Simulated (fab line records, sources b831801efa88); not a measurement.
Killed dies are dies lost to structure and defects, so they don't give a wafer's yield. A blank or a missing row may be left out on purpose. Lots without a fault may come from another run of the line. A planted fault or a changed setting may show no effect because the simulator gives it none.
fab line records | flow sky130
record lots=11 wafers=33 last_day=51
route steps=708 shown LDD_HVP@288 POLY_CUT@319 SD_N@351 LI_CONTACT@376 PAD_OPEN@708
lots that met no fault: from a run of the same line without faults
start_h: hours from the record's first day to the start of the lot's first wafer shown | wait_h: hours since the lot's step before | " the same as in the row above | L1.1+2: a row that stands for several wafers | - no value, or no start given | * or withheld: withheld | < > ~ a bound
route shown NAME@n: a module of which the file shows steps, and the number in the route of the first | usual: mean/standard deviation of fault-free wafers | same: alike in all rows | chamber/n: place in a boat | sites: the reading at each site | _std_site: their standard deviation | _edge_site: outer sites' mean less inner sites' | radius_mm: how far each site lies from the wafer's centre | mask NAME#n: copy n | behind: the tool/chamber that last shaped the wafer | hold: why the lot was held/for how many hours/how that ended | device: the transistor (n, p or np) that didn't switch | end of line: the same wafers' tests at the end of the route | a step without rows: its recipe alone | killed: dies lost to structure and defects at the first sort, not the wafer's yield | map: a wafer's dies, x killed, . not, _ none there
set.NAME: the setting as run; set.NAME@STEP: as run at that earlier step | model.NAME: the simulator's own value behind a step, which no gauge read
steps of the route over a sample of lots; a table a step, a row a wafer
services: from which hour (start_h, from the record's first day; less than 0 if before it) a tool's chamber was out of use, for how many hours, and why
## steps
# step SKY_LDD_HVP_TW_MEAS_10
# usual LDD_HVP_TW=458/5.5
# columns lot.wafer tool chamber start_h wait_h LDD_HVP_TW
L615.1 film_metro-02 - 522.30 0.1 464
L615.4 " - " " 461
L615.5 " - " " 463
L618.1 film_metro-02 - 536.78 0.1 463
L618.5 " - " " 462
L618.6 " - " " 460
L621.2 film_metro-02 - 564.97 0.1 460
L621.5 " - " " 464
L621.6 " - " " 460
L623.1 film_metro-01 - 578.45 0.1 451
L623.3 " - " " 449
L623.4 " - " " 448
L624.2 film_metro-02 - 584.82 0.1 459
L624.4 " - " " 460
L624.6 " - " " 460
L625.2 film_metro-02 - 595.36 0.1 458
L625.3 " - " " 459
L625.6 " - " " 460
L628.1 film_metro-01 - 632.81 0.1 445
L628.4 " - " " 447
L628.5 " - " " 444
L629.1 film_metro-01 - 633.38 0.1 446
L629.4 " - " " 446
L629.6 " - " " 445
L630.3 film_metro-04 - 642.62 0.1 460
L630.5 " - " " 462
L630.6 " - " " 462
L637.4 film_metro-04 - 695.63 0.1 461
L637.5 " - " " 461
L637.6 " - " " 460
L638.1 film_metro-01 - 705.93 0.1 449
L638.4 " - " " 450
L638.6 " - " " 450
# step SKY_POLY_CUT_STRIP_12
# recipe chemistry=O2/N2 power_w=1400 pressure_mtorr=1500 platen_temp_c=withheld o2_flow_sccm=3000 n2_flow_sccm=300 overash_fraction=0.5
# usual drypump_motor_current_A=5.59/0.3 oes_product_au=0.453/0.0046 strip_time_to_endpoint_s=5.360/0.023
# columns lot.wafer tool chamber start_h wait_h drypump_motor_current_A oes_product_au rf_hours_counter_h strip_time_to_endpoint_s
L615.1 plasma_asher-04 1 584.49 0.0 5.65 0.452 90 5.368
L615.4 " 1 " " 5.63 0.450 - 5.356
L615.5 " 1 " " 5.65 0.453 - 5.368
L618.1 plasma_asher-04 1 600.73 0.0 5.63 0.446 91 5.369
L618.5 " 1 " " 5.64 0.460 - 5.377
L618.6 " 0 " " 5.55 0.460 - 5.386
L621.2 plasma_asher-04 0 627.21 0.0 5.52 0.456 94 5.369
L621.5 " 1 " " 5.62 0.455 - 5.401
L621.6 " 0 " " 5.53 0.448 - 5.354
L623.1 plasma_asher-04 0 641.11 0.0 5.61 0.459 96 5.398
L623.3 " 0 " " 5.56 0.452 - 5.376
L623.4 " 1 " " 5.60 0.458 - 5.401
L624.2 plasma_asher-02 1 646.13 0.0 5.40 0.463 20 5.334
L624.4 " 0 " " 5.44 0.453 - 5.344
L624.6 " 1 " " 5.40 0.446 - 5.344
L625.2 plasma_asher-03 1 657.53 0.0 6.42 0.451 80 5.351
L625.3 " 0 " " 5.34 0.451 - 5.352
L625.6 " 0 " " 5.33 0.455 - 5.341
L628.1 plasma_asher-02 1 692.68 0.0 5.43 0.454 23 5.340
L628.4 " 0 " " 5.49 0.447 - 5.317
L628.5 " 0 " " 5.48 0.456 - 5.347
L629.1 plasma_asher-04 1 695.13 0.0 5.62 0.454 101 5.363
L629.4 " 1 " " 5.61 0.448 - 5.345
L629.6 " 0 " " 5.54 0.452 - 5.373
L630.3 plasma_asher-04 0 703.34 0.1 5.52 0.447 - 5.355
L630.5 " 0 " " 5.56 0.447 - 5.391
L630.6 " 1 " " 5.63 0.450 - 5.375
L637.4 plasma_asher-02 0 755.42 0.1 5.43 0.452 - 5.370
L637.5 " 0 " " 5.42 0.456 - 5.357
L637.6 " 1 " " 5.42 0.455 - 5.343
L638.1 plasma_asher-04 1 764.71 0.0 5.60 0.446 2 5.369
L638.4 " 0 " " 5.55 0.440 - 5.346
L638.6 " 1 " " 5.63 0.448 - 5.341
# step SKY_SD_N_IMPLANT_09
# recipe species=As energy_kev=50 dose_cm2=4e+15 tilt_deg=0
# usual beam_energy_keV=50.001/0.019
# columns lot.wafer tool chamber start_h wait_h beam_energy_keV
L615.1 implanter-03 0 672.17 0.0 49.986
L615.4 " 0 " " 50.008
L615.5 " 0 " " 49.958
L618.1 implanter-02 0 687.70 0.0 49.980
L618.5 " 0 " " 49.986
L618.6 " 0 " " 49.982
L621.2 implanter-02 0 713.82 0.0 49.997
L621.5 " 0 " " 50.013
L621.6 " 0 " " 49.988
L623.1 implanter-02 0 726.42 0.0 50.011
L623.3 " 0 " " 50.019
L623.4 " 0 " " 50.012
L624.2 implanter-02 0 730.57 0.0 50.007
L624.4 " 0 " " 49.986
L624.6 " 0 " " 49.997
L625.2 implanter-02 0 741.62 0.0 49.969
L625.3 " 0 " " 50.003
L625.6 " 0 " " 50.000
L628.1 implanter-04 0 775.42 0.0 50.050
L628.4 " 0 " " 50.049
L628.5 " 0 " " 50.052
L629.1 implanter-02 0 779.29 0.0 51.292
L629.4 " 0 " " 51.308
L629.6 " 0 " " 51.283
L630.3 implanter-02 0 786.94 0.1 51.269
L630.5 " 0 " " 51.253
L630.6 " 0 " " 51.265
L637.4 implanter-04 0 836.74 0.1 50.016
L637.5 " 0 " " 50.013
L637.6 " 0 " " 50.022
L638.1 implanter-03 0 845.00 0.0 50.009
L638.4 " 0 " " 49.990
L638.6 " 0 " " 50.009
# step SKY_SD_N_STRIP_11
# recipe chemistry=O2/N2 power_w=1400 pressure_mtorr=1500 platen_temp_c=withheld o2_flow_sccm=3000 n2_flow_sccm=300 overash_fraction=0.5
# usual drypump_motor_current_A=6.0/0.47 oes_product_au=0.527/0.0046 strip_time_to_endpoint_s=22.55/0.038
# columns lot.wafer tool chamber start_h wait_h drypump_motor_current_A oes_product_au rf_hours_counter_h strip_time_to_endpoint_s
L615.1 plasma_asher-03 0 672.47 0.1 5.3 0.525 83 22.53
L615.4 " 1 " " 6.4 0.527 - 22.56
L615.5 " 1 " " 6.4 0.524 - 22.56
L618.1 plasma_asher-04 0 688.00 0.1 5.5 0.524 101 22.57
L618.5 " 1 " " 5.6 0.531 - 22.57
L618.6 " 0 " " 5.5 0.533 - 22.54
L621.2 plasma_asher-04 0 714.09 0.1 5.5 0.526 103 22.60
L621.5 " 1 " " 5.6 0.529 - 22.62
L621.6 " 0 " " 5.5 0.525 - 22.57
L623.1 plasma_asher-03 0 726.72 0.1 5.4 0.534 88 22.57
L623.3 " 1 " " 6.4 0.532 - 22.57
L623.4 " 0 " " 5.4 0.528 - 22.56
L624.2 plasma_asher-01 0 730.85 0.1 6.4 0.526 63 22.58
L624.4 " 1 " " 6.5 0.529 - 22.53
L624.6 " 1 " " 6.5 0.523 - 22.57
L625.2 plasma_asher-01 0 741.89 0.1 6.4 0.526 64 22.49
L625.3 " 0 " " 6.4 0.534 - 22.55
L625.6 " 1 " " 6.5 0.529 - 22.57
L628.1 plasma_asher-01 1 775.72 0.1 6.5 0.532 67 22.57
L628.4 " 1 " " 6.5 0.526 - 22.58
L628.5 " 1 " " 6.4 0.528 - 22.60
L629.1 plasma_asher-01 0 779.59 0.1 6.4 0.533 68 22.64
L629.4 " 0 " " 6.4 0.522 - 22.67
L629.6 " 1 " " 6.5 0.521 - 22.66
L630.3 plasma_asher-04 0 787.23 0.1 5.5 0.525 - 22.77
L630.5 " 1 " " 5.6 0.521 - 22.76
L630.6 " 0 " " 5.5 0.515 - 22.74
L637.4 plasma_asher-04 0 837.00 0.1 5.5 0.526 - 22.54
L637.5 " 1 " " 5.6 0.521 - 22.51
L637.6 " 0 " " 5.5 0.525 - 22.57
L638.1 plasma_asher-01 0 845.30 0.1 6.4 0.526 74 22.55
L638.4 " 0 " " 6.4 0.528 - 22.56
L638.6 " 1 " " 6.5 0.525 - 22.54
# step SKY_SD_N_RS_MEAS_16
# recipe thk_meas_gauge=four-point-probe
# usual SD_N_RS=68.56/0.11
# columns lot.wafer tool chamber start_h wait_h SD_N_RS[ohm/sq]
L615.1 film_metro-02 - 672.85 0.1 68.65
L615.4 " - " " 68.48
L615.5 " - " " 68.48
L618.1 film_metro-02 - 688.39 0.1 68.53
L618.5 " - " " 68.60
L618.6 " - " " 68.67
L621.2 film_metro-02 - 714.50 0.1 68.53
L621.5 " - " " 68.60
L621.6 " - " " 68.73
L623.1 film_metro-03 - 727.11 0.1 68.65
L623.3 " - " " 68.75
L623.4 " - " " 68.40
L624.2 film_metro-04 - 731.26 0.1 68.58
L624.4 " - " " 68.52
L624.6 " - " " 68.60
L625.2 film_metro-04 - 742.30 0.1 68.84
L625.3 " - " " 68.70
L625.6 " - " " 68.66
L628.1 film_metro-02 - 776.10 0.1 68.90
L628.4 " - " " 68.58
L628.5 " - " " 68.74
L629.1 film_metro-03 - 780.03 0.1 67.75
L629.4 " - " " 67.76
L629.6 " - " " 67.71
L630.3 film_metro-04 - 787.62 0.1 67.73
L630.5 " - " " 67.52
L630.6 " - " " 67.63
L637.4 film_metro-03 - 837.41 0.1 68.57
L637.5 " - " " 68.55
L637.6 " - " " 68.63
L638.1 film_metro-04 - 845.69 0.1 68.54
L638.4 " - " " 68.55
L638.6 " - " " 68.60
# step SKY_LI_CONTACT_ETCH_14
# recipe chemistry=N2/H2 target=BARC ion_energy_ev=200 source_w=500 bias_w=100 pressure_mtorr=30 n2_flow_sccm=100 h2_flow_sccm=200 stop_on=SiO2 time_s=45.9 target_depth_a=600
# usual drypump_motor_current_A=5.6/0.46 h2_flow_sccm=199.9/0.55 oes_product_au=0.855/0.0048 throttle_valve_pct=13.225/0.0092
# columns lot.wafer tool chamber start_h wait_h drypump_motor_current_A h2_flow_sccm oes_product_au rf_hours_counter_h throttle_valve_pct
L615.1 rie_diel-02 0 702.00 0.0 5.3 199.0 0.857 1 13.208
L615.4 " 3 " " 5.8 199.6 0.846 20 13.223
L615.5 " 2 " " 4.9 200.3 0.859 - 13.246
L618.1 rie_diel-01 3 717.44 0.0 5.6 200.4 0.860 31 13.224
L618.5 " 3 " " 5.6 200.0 0.861 - 13.230
L618.6 " 0 " " 6.0 199.7 0.848 - 13.238
L621.2 rie_diel-02 0 743.45 0.0 5.3 199.6 0.856 2 13.222
L621.5 " 3 " " 5.8 200.4 0.856 - 13.205
L621.6 " 2 " " 4.9 199.5 0.859 - 13.240
L623.1 rie_diel-04 3 756.25 0.0 6.2 200.9 0.865 8 13.228
L623.3 " 1 " " 5.3 199.6 0.859 6 13.235
L623.4 " 0 " " 5.7 199.9 0.852 41 13.234
L624.2 rie_diel-02 3 761.31 0.0 5.8 199.9 0.855 22 13.248
L624.4 " 1 " " 5.5 199.4 0.860 8 13.225
L624.6 " 0 " " 5.3 199.6 0.848 - 13.233
L625.2 rie_diel-04 1 770.53 0.0 5.3 201.0 0.856 6 13.220
L625.3 " 3 " " 6.3 200.4 0.859 8 13.226
L625.6 " 1 " " 5.2 199.7 0.861 - 13.234
L628.1 rie_diel-02 2 804.59 0.0 4.9 200.7 0.851 13 13.223
L628.4 " 0 " " 5.3 199.5 0.854 4 13.221
L628.5 " 2 " " 4.9 200.3 0.854 - 13.197
L629.1 rie_diel-01 1 807.68 0.0 5.1 201.4 0.857 11 13.219
L629.4 " 2 " " 6.5 200.4 0.863 31 13.221
L629.6 " 0 " " 6.0 200.1 0.862 - 13.221
L630.3 rie_diel-02 0 815.83 0.0 5.3 198.8 0.850 5 13.233
L630.5 " 1 " " 5.5 200.4 0.852 - 13.228
L630.6 " 0 " " 5.3 199.2 0.857 - 13.230
L637.4 rie_diel-01 1 864.64 0.0 5.1 199.8 0.848 14 13.225
L637.5 " 2 " " 6.5 199.5 0.857 - 13.223
L637.6 " 1 " " 5.1 199.2 0.848 - 13.222
L638.1 rie_diel-02 1 872.23 0.0 5.5 199.9 0.853 12 13.220
L638.4 " 3 " " 5.8 200.6 0.854 25 13.238
L638.6 " 2 " " 4.9 199.9 0.863 - 13.231
# step SKY_PAD_OPEN_PROBE_99
# usual killed_at_M0_to_M3=43/6.6 killed_at_M4_up=3.1/1.9 killed_at_contacts=24/5.2 killed_at_front_end=16/4.5 killed_at_other=0.4/0.62 killed_dies=87/9 killed_open=48/7 killed_short=39/6.2
# same gross_dies=492 killed_at_back_side=0
# columns lot.wafer tool chamber start_h wait_h killed_at_M0_to_M3 killed_at_M4_up killed_at_contacts killed_at_front_end killed_at_other killed_dies killed_open killed_short
L615.1 prober-02 - 1103.19 0.1 47 4 20 28 0 99 54 45
L615.4 prober-02 - 1103.34 0.2 41 6 21 26 0 94 58 36
L615.5 prober-02 - 1103.39 0.2 41 1 26 18 0 86 51 35
L618.1 prober-02 - 1119.45 0.1 56 2 34 16 1 109 52 57
L618.5 prober-02 - 1119.65 0.2 34 2 20 12 0 68 33 35
L618.6 prober-02 - 1119.70 0.2 45 7 27 13 0 92 50 42
L621.2 prober-02 - 1132.52 0.1 38 2 24 19 0 83 44 37
L621.5 prober-02 - 1132.67 0.2 31 3 29 25 1 89 52 36
L621.6 prober-02 - 1132.72 0.2 42 2 31 13 0 88 45 42
L623.1 prober-01 - 1143.16 0.1 31 4 28 15 1 79 41 37
L623.3 prober-01 - 1143.26 0.2 43 5 21 13 1 83 45 38
L623.4 prober-01 - 1143.31 0.2 38 2 25 24 0 89 55 34
L624.2 prober-02 - 1146.57 0.1 36 3 19 16 0 74 36 38
L624.4 prober-02 - 1146.67 0.2 38 9 22 16 0 85 47 38
L624.6 prober-02 - 1146.77 0.2 40 2 21 15 0 78 54 24
L625.2 prober-01 - 1150.70 0.1 33 4 23 17 0 77 38 39
L625.3 prober-01 - 1150.75 0.2 36 4 24 13 0 77 45 32
L625.6 prober-01 - 1150.90 0.2 44 9 32 9 0 94 51 43
L628.1 prober-02 - 1175.38 0.1 42 3 33 19 1 98 59 38
L628.4 prober-02 - 1175.53 0.2 50 2 20 18 0 90 44 43
L628.5 prober-02 - 1175.58 0.2 32 4 19 18 0 73 39 34
L629.1 prober-01 - 1178.23 0.1 45 1 36 15 1 98 51 45
L629.4 prober-01 - 1178.38 0.2 38 4 28 15 1 86 45 39
L629.6 prober-01 - 1178.48 0.2 58 1 29 15 1 104 58 45
L630.3 prober-02 - 1183.27 0.2 44 3 28 14 0 89 50 39
L630.5 prober-02 - 1183.37 0.2 51 6 22 17 0 96 51 45
L630.6 prober-02 - 1183.42 0.2 48 4 26 18 0 96 52 44
L637.4 prober-01 - 1216.26 0.2 41 3 26 16 2 88 53 35
L637.5 prober-01 - 1216.31 0.2 37 1 19 11 0 68 39 29
L637.6 prober-01 - 1216.36 0.2 47 2 25 12 0 86 51 35
L638.1 prober-01 - 1219.11 0.1 37 4 24 20 0 85 48 37
L638.4 prober-01 - 1219.26 0.2 55 2 22 12 0 91 37 54
L638.6 prober-01 - 1219.36 0.2 49 3 25 13 0 90 50 40
# killed by level:class
L615.1 VIA1:geometric_particle:open=10 CONTACT:geometric_particle:open=9 METAL1:geometric_particle:short=9 POLY_GATE:geometric_particle:open=7 VIA2:geometric_particle:open=6 METAL2:geometric_particle:short=6 FIELD_ISO:geometric_particle:short=5 LI_CONTACT:geometric_particle:open=5
L615.4 VIA1:geometric_particle:open=11 POLY_GATE:geometric_particle:open=10 VIA2:geometric_particle:open=9 CONTACT:geometric_particle:open=8 POLY_GATE:geometric_particle:short=7 VIA3:geometric_particle:open=5 CONTACT:geometric_particle:short=4 METAL2:geometric_particle:short=4
L615.5 VIA2:geometric_particle:open=11 LI_CONTACT:geometric_particle:open=8 VIA3:geometric_particle:open=7 SPACER:geometric_particle:open=6 LOCAL_INTERCONNECT:geometric_particle:short=6 CONTACT:geometric_particle:open=6 METAL1:geometric_particle:short=6 VIA1:geometric_particle:open=6
L618.1 CONTACT:geometric_particle:open=11 VIA3:geometric_particle:open=10 CONTACT:geometric_particle:short=9 VIA1:geometric_particle:open=9 VIA3:geometric_particle:short=8 METAL1:geometric_particle:short=8 VIA2:geometric_particle:open=7 LOCAL_INTERCONNECT:geometric_particle:short=7
L618.5 METAL1:geometric_particle:short=8 VIA1:geometric_particle:open=8 LI_CONTACT:geometric_particle:open=7 CONTACT:geometric_particle:open=5 POLY_GATE:geometric_particle:short=4 LOCAL_INTERCONNECT:geometric_particle:short=4 VIA1:geometric_particle:short=4 VIA2:geometric_particle:open=4
L618.6 CONTACT:geometric_particle:open=10 METAL1:geometric_particle:short=9 VIA3:geometric_particle:open=7 VIA1:geometric_particle:open=6 LI_CONTACT:geometric_particle:open=5 LOCAL_INTERCONNECT:geometric_particle:short=5 VIA2:geometric_particle:short=5 POLY_GATE:geometric_particle:open=4
L621.2 CONTACT:geometric_particle:open=10 METAL2:geometric_particle:short=8 VIA3:geometric_particle:open=8 VIA1:geometric_particle:open=7 LI_CONTACT:geometric_particle:open=5 METAL1:geometric_particle:short=4 POLY_GATE:geometric_particle:open=4 VIA1:geometric_particle:short=4
L621.5 LI_CONTACT:geometric_particle:open=10 VIA1:geometric_particle:open=9 CONTACT:geometric_particle:open=9 FIELD_ISO:geometric_particle:open=5 FIELD_ISO:geometric_particle:short=5 POLY_GATE:geometric_particle:short=5 VIA2:geometric_particle:open=5 CONTACT:geometric_particle:short=4
L621.6 CONTACT:geometric_particle:open=14 VIA1:geometric_particle:open=8 VIA2:geometric_particle:open=7 LI_CONTACT:geometric_particle:short=6 CONTACT:geometric_particle:short=6 METAL1:geometric_particle:short=5 FIELD_ISO:geometric_particle:short=4 LI_CONTACT:geometric_particle:open=4
L623.1 LI_CONTACT:geometric_particle:open=12 LOCAL_INTERCONNECT:geometric_particle:short=9 VIA1:geometric_particle:open=8 VIA2:geometric_particle:open=5 FIELD_ISO:geometric_particle:short=5 CONTACT:geometric_particle:open=4 VIA1:geometric_particle:short=4 FIELD_ISO:geometric_particle:open=3
L623.3 CONTACT:geometric_particle:open=11 VIA1:geometric_particle:open=8 VIA1:geometric_particle:short=6 METAL2:geometric_particle:short=6 VIA3:geometric_particle:open=6 VIA2:geometric_particle:short=5 POLY_GATE:geometric_particle:open=4 VIA2:geometric_particle:open=4
L623.4 CONTACT:geometric_particle:open=11 VIA1:geometric_particle:open=10 VIA3:geometric_particle:open=7 POLY_GATE:geometric_particle:short=6 CONTACT:geometric_particle:short=6 FIELD_ISO:geometric_particle:open=5 POLY_GATE:geometric_particle:open=5 LI_CONTACT:geometric_particle:open=5
L624.2 CONTACT:geometric_particle:open=9 VIA1:geometric_particle:open=9 VIA1:geometric_particle:short=6 POLY_GATE:geometric_particle:short=5 POLY_GATE:geometric_particle:open=4 VIA2:geometric_particle:open=4 METAL1:geometric_particle:short=4 METAL2:geometric_particle:short=4
L624.4 CONTACT:geometric_particle:open=12 VIA1:geometric_particle:open=9 VIA2:geometric_particle:open=7 METAL4:geometric_particle:short=6 FIELD_ISO:geometric_particle:short=5 VIA3:geometric_particle:open=5 FIELD_ISO:geometric_particle:open=4 LOCAL_INTERCONNECT:geometric_particle:short=4
L624.6 CONTACT:geometric_particle:open=11 VIA3:geometric_particle:open=10 VIA2:geometric_particle:open=8 VIA1:geometric_particle:open=7 FIELD_ISO:geometric_particle:open=5 POLY_GATE:geometric_particle:open=5 CONTACT:geometric_particle:short=5 METAL2:geometric_particle:short=5
L625.2 VIA1:geometric_particle:open=9 POLY_GATE:geometric_particle:short=8 CONTACT:geometric_particle:open=8 LI_CONTACT:geometric_particle:open=6 METAL2:geometric_particle:short=6 METAL1:geometric_particle:short=4 VIA1:geometric_particle:short=4 VIA2:geometric_particle:open=4
L625.3 VIA1:geometric_particle:open=11 CONTACT:geometric_particle:open=8 LI_CONTACT:geometric_particle:open=7 LOCAL_INTERCONNECT:geometric_particle:short=5 METAL2:geometric_particle:short=5 VIA2:geometric_particle:open=5 POLY_GATE:geometric_particle:open=4 CONTACT:geometric_particle:short=4
L625.6 CONTACT:geometric_particle:open=9 VIA1:geometric_particle:open=9 VIA2:geometric_particle:open=9 LOCAL_INTERCONNECT:geometric_particle:short=8 VIA1:geometric_particle:short=8 METAL4:geometric_particle:short=8 LI_CONTACT:geometric_particle:open=7 FIELD_ISO:geometric_particle:open=5
L628.1 CONTACT:geometric_particle:open=15 VIA2:geometric_particle:open=11 VIA1:geometric_particle:open=9 VIA3:geometric_particle:open=7 CONTACT:geometric_particle:short=7 VIA1:geometric_particle:short=6 FIELD_ISO:geometric_particle:short=5 FIELD_ISO:geometric_particle:open=5
L628.4 METAL1:geometric_particle:short=8 VIA2:geometric_particle:open=8 VIA3:geometric_particle:open=7 CONTACT:geometric_particle:open=7 VIA1:geometric_particle:open=7 VIA3:geometric_particle:short=5 POLY_GATE:geometric_particle:short=4 LI_CONTACT:geometric_particle:open=4
L628.5 CONTACT:geometric_particle:open=10 VIA1:geometric_particle:open=8 VIA3:geometric_particle:open=6 FIELD_ISO:geometric_particle:short=5 METAL2:geometric_particle:short=5 METAL1:geometric_particle:short=4 FIELD_ISO:geometric_particle:open=3 POLY_GATE:geometric_particle:short=3
L629.1 CONTACT:geometric_particle:open=14 VIA1:geometric_particle:open=11 CONTACT:geometric_particle:short=9 FIELD_ISO:geometric_particle:open=6 VIA1:geometric_particle:short=5 LOCAL_INTERCONNECT:geometric_particle:short=5 METAL3:geometric_particle:short=5 VIA3:geometric_particle:open=5
L629.4 CONTACT:geometric_particle:open=8 VIA1:geometric_particle:open=8 VIA2:geometric_particle:open=7 LI_CONTACT:geometric_particle:short=6 LI_CONTACT:geometric_particle:open=6 POLY_GATE:geometric_particle:open=5 METAL2:geometric_particle:short=5 CONTACT:geometric_particle:short=4
L629.6 VIA1:geometric_particle:open=16 LI_CONTACT:geometric_particle:open=12 METAL2:geometric_particle:short=9 METAL1:geometric_particle:short=8 VIA3:geometric_particle:open=7 CONTACT:geometric_particle:short=6 CONTACT:geometric_particle:open=5 FIELD_ISO:geometric_particle:open=5
L630.3 VIA1:geometric_particle:open=10 CONTACT:geometric_particle:open=8 VIA3:geometric_particle:open=7 CONTACT:geometric_particle:short=7 LI_CONTACT:geometric_particle:open=6 VIA2:geometric_particle:open=6 FIELD_ISO:geometric_particle:short=5 METAL1:geometric_particle:short=5
L630.5 METAL2:geometric_particle:short=13 VIA1:geometric_particle:open=12 CONTACT:geometric_particle:open=11 VIA3:geometric_particle:open=10 POLY_GATE:geometric_particle:short=8 POLY_GATE:geometric_particle:open=5 LI_CONTACT:geometric_particle:open=4 METAL1:geometric_particle:short=4
L630.6 VIA1:geometric_particle:open=11 VIA1:geometric_particle:short=8 VIA2:geometric_particle:open=8 FIELD_ISO:geometric_particle:short=7 CONTACT:geometric_particle:open=7 LOCAL_INTERCONNECT:geometric_particle:short=6 LI_CONTACT:geometric_particle:open=6 METAL1:geometric_particle:short=6
L637.4 CONTACT:geometric_particle:open=15 VIA1:geometric_particle:open=10 VIA3:geometric_particle:open=6 METAL1:geometric_particle:short=5 POLY_GATE:geometric_particle:open=4 METAL2:geometric_particle:short=4 VIA2:geometric_particle:open=4 LI_CONTACT:geometric_particle:open=3
L637.5 LI_CONTACT:geometric_particle:open=9 VIA1:geometric_particle:open=8 VIA3:geometric_particle:open=6 POLY_GATE:geometric_particle:short=4 POLY_GATE:geometric_particle:open=4 LI_CONTACT:geometric_particle:short=4 METAL3:geometric_particle:short=4 LOCAL_INTERCONNECT:geometric_particle:short=3
L637.6 CONTACT:geometric_particle:open=14 VIA1:geometric_particle:open=9 VIA3:geometric_particle:open=9 VIA1:geometric_particle:short=7 POLY_GATE:geometric_particle:open=7 LI_CONTACT:geometric_particle:open=5 METAL2:geometric_particle:short=5 VIA2:geometric_particle:open=5
L638.1 LI_CONTACT:geometric_particle:open=9 CONTACT:geometric_particle:open=8 VIA1:geometric_particle:open=7 VIA3:geometric_particle:open=6 FIELD_ISO:geometric_particle:short=5 FIELD_ISO:geometric_particle:open=5 CONTACT:geometric_particle:short=5 VIA2:geometric_particle:open=5
L638.4 VIA1:geometric_particle:open=14 METAL1:geometric_particle:short=7 METAL2:geometric_particle:short=7 CONTACT:geometric_particle:short=6 VIA2:geometric_particle:short=6 POLY_GATE:geometric_particle:short=5 CONTACT:geometric_particle:open=5 VIA3:geometric_particle:open=5
L638.6 LI_CONTACT:geometric_particle:open=9 METAL1:geometric_particle:short=8 VIA1:geometric_particle:open=8 VIA3:geometric_particle:open=8 METAL2:geometric_particle:short=8 CONTACT:geometric_particle:open=7 POLY_GATE:geometric_particle:open=6 LOCAL_INTERCONNECT:geometric_particle:short=4
## services
# columns tool chamber start_h hours kind
plasma_asher-01 - 568.57 0.5 repair
implanter-03 - 572.89 6.5 pm
rie_diel-04 2 578.71 6.9 repair
plasma_asher-04 - 585.79 2.8 pm
rie_diel-02 - 594.75 12.4 repair
implanter-02 - 597.97 15.9 repair
plasma_asher-01 - 638.94 0.8 repair
plasma_asher-02 - 655.33 14.6 pm
rie_diel-04 0 656.28 6.3 repair
implanter-02 - 665.81 3.2 pm
implanter-02 - 677.43 1.8 repair
rie_diel-02 1 684.31 14.2 repair
rie_diel-02 0 700.05 1.7 repair
plasma_asher-04 - 710.14 1.0 repair
rie_diel-02 - 712.89 1.4 repair
plasma_asher-04 - 733.75 9.0 pm
plasma_asher-03 - 762.55 14.6 pm
plasma_asher-01 - 769.49 1.9 repair
rie_diel-01 2 773.41 15.3 repair
implanter-02 - 780.26 1.8 repair
plasma_asher-01 - 785.53 2.8 pm
rie_diel-02 - 834.16 2.8 pm
rie_diel-02 0 845.38 17.4 repair
rie_diel-01 3 871.08 19.1 repair
## key
first_sign step=SKY_SD_N_IMPLANT_09 reading=beam_energy_keV direction=up sigmas=68 usual=* struck=*
effect step=SKY_SD_N_STRIP_11 reading=strip_time_to_endpoint_s direction=up sigmas=4.2 usual=* struck=*
effect step=SKY_SD_N_RS_MEAS_16 reading=SD_N_RS direction=down sigmas=7.8 usual=68.56 struck=67.68
met_at SKY_SD_N_IMPLANT_09
struck_lots L629,L630
tester_left_out L629,L630
not_acting_at SKY_LDD_HVP_TW_MEAS_10,SKY_POLY_CUT_STRIP_12,SKY_LI_CONTACT_ETCH_14
onset_between 741.62 779.29
fault kind=process_parameter_drift tool=implanter-02 chamber=- onset_h=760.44 steps=SKY_SD_N_IMPLANT_09 channel=energy_kev offset=* shape=step end_h=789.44 acts_in=* stated=*
# tester_left_out: of these lots the tester's yield and bins aren't shown, on N5 and GAA mostly nor the transistor test; their killed dies are dies lost to structure and defects alone, not to doping, threshold or leakage, so they don't give the yield
